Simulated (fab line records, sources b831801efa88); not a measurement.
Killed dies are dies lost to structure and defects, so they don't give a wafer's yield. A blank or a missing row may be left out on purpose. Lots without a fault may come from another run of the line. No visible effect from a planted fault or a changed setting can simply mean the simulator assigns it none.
Which tool is to blame? | flow gf180mcu | Sampling: 11 lots, 33 wafers, 4 of 602 route steps

## WHAT EACH GAUGE READ, for each wafer
GF_PSD_RS_MEAS_14: a four-point-probe measurement. Usual: NSD_RS 46.15 ohm/sq, standard deviation 0.083.
lot  | measured     | on            | NSD_RS (ohm/sq)                     | flag
L287 | day 14 04:34 | film-metro-03 | 46.07 46.19 46.05                   |
L288 | day 14 16:29 | film-metro-04 | 46.21 46.15 45.95                   |
L289 | day 14 19:59 | film-metro-01 | 46.22 46.27 46.16                   |
L294 | day 16 10:31 | film-metro-03 | 44.94 45.04 44.94 44.99 44.92 45.04 | OFF
L296 | day 17 08:15 | film-metro-01 | 44.89 44.95 45.03 44.96 45.02 45.07 | OFF
L300 | day 18 20:02 | film-metro-01 | 46.31 46.16 46.09                   |
L302 | day 19 08:22 | film-metro-04 | 46.05 45.97 46.03                   |
L303 | day 19 23:36 | film-metro-01 | 46.24 46.17 45.98                   |
L305 | day 20 11:13 | film-metro-01 | 46.06 46.15 46.09                   |
L307 | day 21 09:15 | film-metro-03 | 46.14 46.02 46.10                   |
L310 | day 22 23:13 | film-metro-03 | 46.14 46.06 45.95                   |

GF_V4_CD_MEAS_14 targets a cd of 260 nm. Usual: cd-nm at 260.1 nm, with a standard deviation of 1.
lot  | measured     | on        | cd-nm (nm)        | flag
L287 | day 24 08:28 | cd-sem-01 | 259.0 258.6 258.9 |
L288 | day 24 18:45 | cd-sem-01 | 261.2 260.6 260.0 |
L289 | day 25 01:34 | cd-sem-01 | 257.7 258.4 260.0 |
L294 | day 26 12:36 | cd-sem-02 | 258.8 260.2 259.3 |
L296 | day 27 09:54 | cd-sem-02 | 261.7 261.2 261.8 |
L300 | day 28 15:56 | cd-sem-02 | 260.2 259.3 260.4 |
L302 | day 29 02:28 | cd-sem-02 | 258.6 259.4 259.0 |
L303 | day 29 14:12 | cd-sem-01 | 257.1 257.6 258.1 |
L305 | day 29 21:51 | cd-sem-02 | 260.9 261.4 261.0 |
L307 | day 30 16:04 | cd-sem-01 | 260.9 261.4 261.0 |
L310 | day 31 20:28 | cd-sem-01 | 260.3 259.9 259.6 |

## WHICH TOOL RAN EACH LOT (tool, then ch and the chambers of the sampled wafers, then the start)
lot  | GF_NSD_IMPLANT_09               | GF_NSD_STRIP_11
L287 | implanter-01 ch 0, day 13 07:35 | plasma-asher-04 ch 0,1, day 13 07:52
L288 | implanter-04 ch 0, day 13 19:26 | plasma-asher-02 ch 0,1, day 13 19:43
L289 | implanter-01 ch 0, day 13 22:29 | plasma-asher-04 ch 0,1, day 13 22:46
L294 | implanter-01 ch 0, day 15 11:59 | plasma-asher-01 ch 0,1, day 15 12:17
L296 | implanter-01 ch 0, day 16 08:50 | plasma-asher-04 ch 0,1, day 16 09:08
L300 | implanter-04 ch 0, day 17 19:16 | plasma-asher-02 ch 0,1, day 17 19:34
L302 | implanter-03 ch 0, day 18 08:06 | plasma-asher-04 ch 0,1, day 18 08:22
L303 | implanter-03 ch 0, day 18 22:05 | plasma-asher-02 ch 0,1, day 18 22:23
L305 | implanter-04 ch 0, day 19 10:14 | plasma-asher-02 ch 0,1, day 19 10:32
L307 | implanter-03 ch 0, day 20 09:04 | plasma-asher-01 ch 0,1, day 20 09:22
L310 | implanter-03 ch 0, day 21 23:22 | plasma-asher-02 ch 0,1, day 21 23:40
- GF_NSD_IMPLANT_09
- GF_NSD_STRIP_11: strips in O2/N2.

## AS READ BY THE TOOLS THEMSELVES (means over the sampled wafers that have a number; for cases with no such wafer, the mark the record gives instead)
GF_NSD_IMPLANT_09. Usual: beam-energy-keV 60.004, standard deviation 0.017; beam-on-s 17.2 s, standard deviation 0.62; end-station-pressure-torr 1.39e-05 Torr, standard deviation 7.6e-07; faraday-current-uA 12681, standard deviation 450.
lot  | tool         | beam-energy-keV | beam-on-s (s) | end-station-pressure-torr (Torr) | faraday-current-uA | flag
L287 | implanter-01 | 60.017          | 17.8          | 1.34e-05                         | 12258              |
L288 | implanter-04 | 60.032          | 17.5          | 1.39e-05                         | 12493              |
L289 | implanter-01 | 59.993          | 17.9          | 1.38e-05                         | 12192              |
L294 | implanter-01 | 60.007          | 22.6          | 1.30e-05                         | 9698               | OFF
L296 | implanter-01 | 60.013          | 22.0          | 1.29e-05                         | 9979               | OFF
L300 | implanter-04 | 59.993          | 17.4          | 1.43e-05                         | 12604              |
L302 | implanter-03 | 60.014          | 16.4          | 1.39e-05                         | 13294              |
L303 | implanter-03 | 59.989          | 16.9          | 1.47e-05                         | 12882              |
L305 | implanter-04 | 59.994          | 17.4          | 1.36e-05                         | 12535              |
L307 | implanter-03 | 60.021          | 16.1          | 1.45e-05                         | 13530              |
L310 | implanter-03 | 59.998          | 16.6          | 1.34e-05                         | 13167              |

GF_NSD_STRIP_11. Usual: drypump-motor-current-A 5.6 A, standard deviation 0.35; heater-power-w 342 W, standard deviation 30; oes-product-au 0.487 a.u., standard deviation 0.0049; strip-time-to-endpoint-s 22.96 s, standard deviation 0.041.
lot  | tool            | drypump-motor-current-A (A) | heater-power-w (W) | oes-product-au (a.u.) | strip-time-to-endpoint-s (s) | flag
L287 | plasma-asher-04 | 6.0                         | 309                | 0.484                 | 22.90                        |
L288 | plasma-asher-02 | 5.7                         | 361                | 0.487                 | 22.95                        |
L289 | plasma-asher-04 | 5.8                         | 329                | 0.483                 | 22.88                        |
L294 | plasma-asher-01 | 5.2                         | 331                | 0.477                 | 23.70                        | OFF
L296 | plasma-asher-04 | 6.0                         | 304                | 0.482                 | 23.71                        | OFF
L300 | plasma-asher-02 | 5.6                         | 365                | 0.489                 | 22.99                        |
L302 | plasma-asher-04 | 6.0                         | 306                | 0.486                 | 22.99                        |
L303 | plasma-asher-02 | 5.6                         | 364                | 0.485                 | 23.00                        |
L305 | plasma-asher-02 | 5.6                         | 368                | 0.492                 | 22.99                        |
L307 | plasma-asher-01 | 5.4                         | 318                | 0.488                 | 22.93                        |
L310 | plasma-asher-02 | 5.7                         | 367                | 0.489                 | 22.94                        |

## THE ANSWER, worked out from the rows above alone
Rule: take the mean of a lot's wafers that have a number; if it is more than 3 standard deviations from the usual mean, the lot is off. Also off: a lot with no number at a reading for which 4 or more lots have one. Where the step has rows for the other lots, those lots are counted as sound. After the gauges, taken in route order, come the tools' own readings; for these a lot's mean is taken, as printed above. At the first step where some lot is off, the reading lying furthest off is the one used; lots without a number count as furthest.
Off: at GF_PSD_RS_MEAS_14 (NSD_RS), L294, L296.
If a tool, at a process step before that reading, ran all the lots that are off and no sound lot after the first of them, it fits. Not tried: the gauges at GF_PSD_RS_MEAS_14; whatever is off there is also off at GF_NSD_IMPLANT_09, on other tools, and gauge error can't account for it. One fits: implanter-01 at GF_NSD_IMPLANT_09. A fault onset in the window from L289 (day 13 22:29, its last sound lot) to L294 (day 15 11:59, its first lot off) fits.
The tool's own readings at GF_NSD_IMPLANT_09 bear it out: on the lots that are off they differ by more than 5 times the standard deviation of the sound lots' means. beam-on-s reads 22.3 s there against 17.1 s on the sound lots; faraday-current-uA reads 9838 there against 12773 on the sound lots.

## WHAT THE SIMULATOR HAD INSERTED
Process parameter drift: implanter-01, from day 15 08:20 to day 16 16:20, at GF_NSD_IMPLANT_09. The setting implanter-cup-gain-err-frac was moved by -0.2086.
Struck lots among those shown: L294, L296. The rule above found the same.
